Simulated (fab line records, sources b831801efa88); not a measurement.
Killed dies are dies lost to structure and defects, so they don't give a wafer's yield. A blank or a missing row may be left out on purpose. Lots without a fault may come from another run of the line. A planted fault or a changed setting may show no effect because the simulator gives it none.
fab line records | flow gf180mcu
record lots=13 wafers=39 last_day=34
route steps=602 shown MVPSD@85 VT_IMPLANT@99 NSD@243 PSD@261
lots that met no fault: from a run of the same line without faults
start_h: hours from the record's first day to the start of the lot's first wafer shown | wait_h: hours since the lot's step before | " the same as in the row above | L1.1+2: a row that stands for several wafers | - no value, or no start given | * or withheld: withheld | < > ~ a bound
route shown NAME@n: a module of which the file shows steps, and the number in the route of the first | usual: mean/standard deviation of fault-free wafers | same: alike in all rows | chamber/n: place in a boat | sites: the reading at each site | _std_site: their standard deviation | _edge_site: outer sites' mean less inner sites' | radius_mm: how far each site lies from the wafer's centre | mask NAME#n: copy n | behind: the tool/chamber that last shaped the wafer | hold: why the lot was held/for how many hours/how that ended | device: the transistor (n, p or np) that didn't switch | end of line: the same wafers' tests at the end of the route | a step without rows: its recipe alone | killed: dies lost to structure and defects at the first sort, not the wafer's yield | map: a wafer's dies, x killed, . not, _ none there
set.NAME: the setting as run; set.NAME@STEP: as run at that earlier step | model.NAME: the simulator's own value behind a step, which no gauge read
steps of the route over a sample of lots; a table a step, a row a wafer
services: from which hour (start_h, from the record's first day; less than 0 if before it) a tool's chamber was out of use, for how many hours, and why
## steps
# step GF_MVPSD_OVL_MEAS_07
# usual MVPSD_OVL=1.3/1.1
# columns lot.wafer tool chamber start_h wait_h MVPSD_OVL[nm]
L217.4 overlay-01 - 99.40 - 2.2
L217.5 " - " " 1.8
L217.6 " - " " 2.4
L218.3 overlay-01 - 104.21 - 1.6
L218.5 " - " " 2.1
L218.6 " - " " 0.8
L219.4 overlay-02 - 122.73 - 0.5
L219.5 " - " " 2.5
L219.6 " - " " 1.4
L222.1 overlay-01 - 144.36 - 2.3
L222.3 " - " " 2.2
L222.4 " - " " 1.6
L224.2 overlay-01 - 150.11 - 1.2
L224.4 " - " " 1.7
L224.5 " - " " 1.6
L226.2 overlay-02 - 165.92 - 0.4
L226.4 " - " " -0.1
L226.6 " - " " 1.2
L232.2 overlay-01 - 196.26 - 1.4
L232.4 " - " " 2.4
L232.6 " - " " 1.9
L233.1 overlay-02 - 197.91 - 1.9
L233.2 " - " " 1.3
L233.6 " - " " 1.4
L234.1 overlay-02 - 205.06 - 3.3
L234.4 " - " " 3.2
L234.5 " - " " 2.9
L235.4 overlay-02 - 211.18 - 1.0
L235.5 " - " " -1.1
L235.6 " - " " -0.1
L236.2 overlay-01 - 214.71 - 0.7
L236.4 " - " " 0.8
L236.5 " - " " 0.8
L238.2 overlay-01 - 229.46 - 0.7
L238.4 " - " " 1.9
L238.6 " - " " 2.1
L239.1 overlay-02 - 233.70 - 1.3
L239.2 " - " " 1.2
L239.5 " - " " 0.4
# step GF_VT_IMPLANT_STRIP_09
# recipe chemistry=O2/N2 power_w=1400 pressure_mtorr=1500 platen_temp_c=250 o2_flow_sccm=3000 n2_flow_sccm=300 overash_fraction=0.5
# usual drypump_motor_current_A=5.9/0.38 heater_power_w=342/29 oes_product_au=0.716/0.0042 strip_time_to_endpoint_s=12.63/0.033
# columns lot.wafer tool chamber start_h wait_h drypump_motor_current_A heater_power_w oes_product_au rf_hours_counter_h strip_time_to_endpoint_s
L217.4 plasma_asher-02 0 114.53 0.1 5.4 348 0.713 - 12.68
L217.5 " 0 " " 5.4 339 0.714 - 12.66
L217.6 " 1 " " 6.7 391 0.720 - 12.62
L218.3 plasma_asher-03 0 119.78 0.1 5.9 347 0.713 - 12.68
L218.5 " 1 " " 5.8 331 0.717 - 12.65
L218.6 " 0 " " 5.9 352 0.715 - 12.67
L219.4 plasma_asher-02 0 138.44 0.1 5.4 350 0.716 - 12.65
L219.5 " 1 " " 6.8 377 0.718 - 12.65
L219.6 " 0 " " 5.4 337 0.715 - 12.68
L222.1 plasma_asher-02 0 160.76 0.1 5.4 349 0.717 53 12.64
L222.3 " 0 " " 5.4 347 0.710 - 12.62
L222.4 " 1 " " 6.8 385 0.712 - 12.61
L224.2 plasma_asher-02 0 166.59 0.1 5.4 344 0.722 54 12.62
L224.4 " 0 " " 5.4 353 0.706 - 12.61
L224.5 " 0 " " 5.4 348 0.713 - 12.60
L226.2 plasma_asher-03 1 182.34 0.1 5.8 324 0.711 9 12.66
L226.4 " 0 " " 5.9 358 0.721 - 12.66
L226.6 " 0 " " 5.9 345 0.714 - 12.66
L232.2 plasma_asher-01 1 214.51 0.1 6.1 363 0.715 38 12.56
L232.4 " 0 " " 5.6 290 0.717 - 12.61
L232.6 " 1 " " 6.1 360 0.715 - 12.62
L233.1 plasma_asher-01 0 215.41 0.1 5.6 293 0.713 38 12.65
L233.2 " 1 " " 6.1 355 0.715 38 12.66
L233.6 " 0 " " 5.6 294 0.730 - 12.68
L234.1 plasma_asher-03 1 223.16 0.1 5.8 320 0.720 13 12.65
L234.4 " 0 " " 5.9 345 0.713 - 12.61
L234.5 " 0 " " 5.9 350 0.717 - 12.64
L235.4 plasma_asher-03 1 228.73 0.1 5.8 318 0.712 - 12.64
L235.5 " 1 " " 5.8 323 0.715 - 12.66
L235.6 " 0 " " 5.9 346 0.713 - 12.64
L236.2 plasma_asher-01 1 233.11 0.1 6.1 357 0.718 40 12.58
L236.4 " 0 " " 5.6 298 0.716 - 12.57
L236.5 " 1 " " 6.1 368 0.723 - 12.60
L238.2 plasma_asher-01 0 247.89 0.1 5.6 299 0.719 42 12.67
L238.4 " 1 " " 6.1 362 0.717 - 12.63
L238.6 " 0 " " 5.6 301 0.718 - 12.63
L239.1 plasma_asher-02 1 252.79 0.1 6.8 394 0.714 63 12.58
L239.2 " 0 " " 5.4 357 0.706 63 12.57
L239.5 " 1 " " 6.8 391 0.712 - 12.60
# step GF_NSD_OVL_MEAS_08
# usual NSD_OVL=0.4/1.2
# columns lot.wafer tool chamber start_h wait_h NSD_OVL[nm]
L217.4 overlay-02 - 295.41 0.1 1.8
L217.5 " - " " 2.4
L217.6 " - " " 0.6
L218.3 overlay-02 - 304.70 0.1 0.3
L218.5 " - " " 0.6
L218.6 " - " " 1.2
L219.4 overlay-01 - 332.71 0.1 1.1
L219.5 " - " " 1.6
L219.6 " - " " 1.1
L222.1 overlay-02 - 360.79 0.1 1.4
L222.3 " - " " 1.6
L222.4 " - " " 2.5
L224.2 overlay-02 - 370.83 0.1 0.1
L224.4 " - " " -0.8
L224.5 " - " " 0.0
L226.2 overlay-02 - 390.54 0.1 0.5
L226.4 " - " " 1.7
L226.6 " - " " 0.5
L232.2 overlay-01 - 435.13 0.1 -0.9
L232.4 " - " " 0.4
L232.6 " - " " -0.9
L233.1 overlay-02 - 436.42 0.1 1.9
L233.2 " - " " 1.3
L233.6 " - " " 0.1
L234.1 overlay-01 - 446.72 0.1 -0.3
L234.4 " - " " 1.4
L234.5 " - " " 0.3
L235.4 overlay-02 - 456.34 0.1 -0.8
L235.5 " - " " 0.1
L235.6 " - " " -0.4
L236.2 overlay-02 - 465.83 0.1 -0.1
L236.4 " - " " 0.2
L236.5 " - " " -0.8
L238.2 overlay-01 - 477.93 0.1 -0.5
L238.4 " - " " -0.4
L238.6 " - " " -0.1
L239.1 overlay-01 - 485.29 0.1 0.1
L239.2 " - " " 0.0
L239.5 " - " " 0.4
# step GF_PSD_RTA_13
# recipe temp_c=1025 time_s=20 ambient=N2
# usual lamp_power_pct=31.6/2.9 wafer_temp_C_max=1029.0/0.78
# columns lot.wafer tool chamber start_h wait_h lamp_power_pct wafer_temp_C_max
L217.4 rtp_anneal-02 0 316.51 0.0 34.5 1028.6
L217.5 " 0 " " 34.6 1030.0
L217.6 " 0 " " 34.5 1029.5
L218.3 rtp_anneal-01 0 325.62 0.0 28.7 1028.7
L218.5 " 0 " " 28.6 1028.9
L218.6 " 0 " " 28.6 1027.8
L219.4 rtp_anneal-02 0 354.93 0.0 34.5 1029.3
L219.5 " 0 " " 34.6 1028.9
L219.6 " 0 " " 34.5 1029.6
L222.1 rtp_anneal-01 0 384.56 0.0 28.6 1027.9
L222.3 " 0 " " 28.6 1029.4
L222.4 " 0 " " 28.6 1029.8
L224.2 rtp_anneal-01 0 393.84 0.0 32.1 1072.7
L224.4 " 0 " " 32.1 1073.3
L224.5 " 0 " " 32.1 1072.9
L226.2 rtp_anneal-01 0 415.10 0.0 32.1 1071.9
L226.4 " 0 " " 32.1 1072.3
L226.6 " 0 " " 32.0 1072.6
L232.2 rtp_anneal-02 0 460.33 0.0 34.5 1028.6
L232.4 " 0 " " 34.5 1028.1
L232.6 " 0 " " 34.5 1029.1
L233.1 rtp_anneal-02 0 461.31 0.0 34.5 1028.6
L233.2 " 0 " " 34.5 1028.8
L233.6 " 0 " " 34.5 1028.0
L234.1 rtp_anneal-02 0 471.48 0.0 34.5 1029.1
L234.4 " 0 " " 34.5 1031.1
L234.5 " 0 " " 34.6 1028.9
L235.4 rtp_anneal-01 0 480.62 0.0 28.7 1029.7
L235.5 " 0 " " 28.6 1030.5
L235.6 " 0 " " 28.6 1028.5
L236.2 rtp_anneal-01 0 490.85 0.0 28.6 1027.6
L236.4 " 0 " " 28.6 1031.8
L236.5 " 0 " " 28.7 1030.0
L238.2 rtp_anneal-01 0 502.29 0.0 28.6 1028.6
L238.4 " 0 " " 28.7 1028.7
L238.6 " 0 " " 28.7 1028.4
L239.1 rtp_anneal-01 0 510.34 0.0 28.7 1029.0
L239.2 " 0 " " 28.6 1028.8
L239.5 " 0 " " 28.6 1028.6
# step GF_PSD_RS_MEAS_14
# recipe thk_meas_gauge=four-point-probe
# usual NSD_RS=46.14/0.078
# columns lot.wafer tool chamber start_h wait_h hold NSD_RS[ohm/sq]
L217.4 film_metro-01 - 316.61 0.1 - 46.30
L217.5 " - " " - 46.31
L217.6 " - " " - 46.35
L218.3 film_metro-01 - 325.71 0.1 - 46.08
L218.5 " - " " - 46.05
L218.6 " - " " - 46.09
L219.4 film_metro-01 - 355.03 0.1 - 46.10
L219.5 " - " " - 46.14
L219.6 " - " " - 46.17
L222.1 film_metro-04 - 384.64 0.1 - 46.09
L222.3 " - " " - 46.13
L222.4 " - " " - 46.10
L224.2 film_metro-02 - 393.93 0.1 await_dispo/0.2h/release 39.62
L224.4 " - " " await_dispo/0.2h/release 39.68
L224.5 " - " " await_dispo/0.2h/release 39.70
L224.2 film_metro-02 - 394.25 0.3 - 39.73
L224.4 " - " " - 39.70
L224.5 " - " " - 39.75
L226.2 film_metro-04 - 415.19 0.1 await_dispo/0.2h/release 39.78
L226.4 " - " " await_dispo/0.2h/release 39.76
L226.6 " - " " await_dispo/0.2h/release 39.81
L226.2 film_metro-04 - 415.47 0.3 - 39.80
L226.4 " - " " - 39.80
L226.6 " - " " - 39.79
L232.2 film_metro-02 - 460.42 0.1 - 46.14
L232.4 " - " " - 46.21
L232.6 " - " " - 46.22
L233.1 film_metro-01 - 461.40 0.1 - 46.19
L233.2 " - " " - 46.23
L233.6 " - " " - 46.21
L234.1 film_metro-04 - 471.56 0.1 - 46.02
L234.4 " - " " - 46.03
L234.5 " - " " - 46.19
L235.4 film_metro-04 - 480.72 0.1 - 46.07
L235.5 " - " " - 46.14
L235.6 " - " " - 46.11
L236.2 film_metro-01 - 490.94 0.1 - 46.09
L236.4 " - " " - 46.06
L236.5 " - " " - 45.99
L238.2 film_metro-01 - 502.38 0.1 - 46.20
L238.4 " - " " - 46.17
L238.6 " - " " - 46.22
L239.1 film_metro-02 - 510.42 0.1 - 46.18
L239.2 " - " " - 46.15
L239.5 " - " " - 46.18
## services
# columns tool chamber start_h hours kind
plasma_asher-01 - 96.24 3.6 repair
plasma_asher-03 - 108.75 9.0 pm
plasma_asher-03 0 108.75 9.0 vent_cycle
plasma_asher-03 1 108.75 9.0 vent_cycle
plasma_asher-03 0 117.75 - clean
plasma_asher-03 1 117.75 - clean
plasma_asher-01 - 121.85 53.3 repair
plasma_asher-03 - 129.35 1.6 repair
plasma_asher-01 - 245.61 0.8 repair
plasma_asher-01 - 303.24 0.7 repair
rtp_anneal-02 - 364.67 1.8 pm
plasma_asher-02 - 385.01 4.6 repair
plasma_asher-01 - 419.90 82.0 repair
plasma_asher-02 - 421.25 9.0 pm
plasma_asher-02 0 421.25 9.0 vent_cycle
plasma_asher-02 1 421.25 9.0 vent_cycle
plasma_asher-02 0 430.25 - clean
plasma_asher-02 1 430.25 - clean
plasma_asher-01 - 433.30 3.2 repair
plasma_asher-03 - 440.73 2.4 repair
plasma_asher-01 - 508.93 2.8 repair
## key
first_sign step=GF_PSD_RTA_13 reading=wafer_temp_C_max direction=up sigmas=56 usual=* struck=*
effect step=GF_PSD_RS_MEAS_14 reading=visit direction=added
effect step=GF_PSD_RS_MEAS_14 reading=NSD_RS direction=down sigmas=82 usual=46.14 struck=39.72
met_at GF_PSD_RTA_13
struck_lots L224,L226
scrapped_behind GF_PSD_RS_MEAS_14 L224.2,L224.4,L224.5,L226.2,L226.4,L226.6
not_acting_at GF_MVPSD_OVL_MEAS_07,GF_VT_IMPLANT_STRIP_09,GF_NSD_OVL_MEAS_08
onset_between 384.56 393.84
fault kind=process_parameter_drift tool=rtp_anneal-01 chamber=- onset_h=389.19 steps=GF_PSD_RTA_13 channel=temp_c offset=* shape=step end_h=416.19 acts_in=* stated=*
